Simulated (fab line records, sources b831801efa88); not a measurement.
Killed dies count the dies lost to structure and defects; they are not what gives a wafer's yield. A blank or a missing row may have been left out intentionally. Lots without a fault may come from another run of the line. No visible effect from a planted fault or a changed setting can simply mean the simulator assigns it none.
Matching of chambers + flow gf180mcu + GF_STI_ETCH_13 on rie_diel-03: 3 sister chambers
The step etches the open film in CHF3/O2, stops on Si, target depth 282.31 nm, time 112.9 s. 3 wafers are shown with their chamber, then 8 later ones without.

WAFERS WITH THEIR CHAMBER
| wafer  | chamber | drypump_motor_current_A (A) |
|--------|---------|-----------------------------|
| L088.2 | 3       | 5.5                         |
| L089.2 | 0       | 6.5                         |
| L089.4 | 1       | 5.7                         |

WAFERS WITHOUT THEIR CHAMBER
| wafer  | drypump_motor_current_A (A) |
|--------|-----------------------------|
| L090.3 | 6.4                         |
| L090.4 | 6.4                         |
| L090.5 | 5.8                         |
| L093.2 | 5.7                         |
| L093.6 | 5.7                         |
| L097.1 | 6.4                         |
| L097.2 | 5.7                         |
| L097.4 | 6.4                         |

CHAMBER TAKEN BY EACH
| wafer  | from the rows above | in truth |
|--------|---------------------|----------|
| L090.3 | 0                   | 0        |
| L090.4 | 0                   | 0        |
| L090.5 | 1                   | 1        |
| L093.2 | 1                   | 1        |
| L093.6 | 1                   | 1        |
| L097.1 | 0                   | 0        |
| L097.2 | 1                   | 1        |
| L097.4 | 0                   | 0        |
Correct placement for 8 of the 8. Not placeable from these rows: 0. 0 placed wrongly.
How it was worked out, from the rows above alone: a wafer's distance from a chamber is the root of the sum, over the readings, of the square of ((its reading less the chamber's mean) divided by the reading's scatter). The wafer belongs to the nearest chamber; if the next one is less than 2 further off, it can't be placed. The mean given for a chamber averages the wafers shown for that chamber. The scatter (one wafer shown for each chamber): square how far every hidden wafer sits from the nearest shown wafer, average those squares and take the square root.
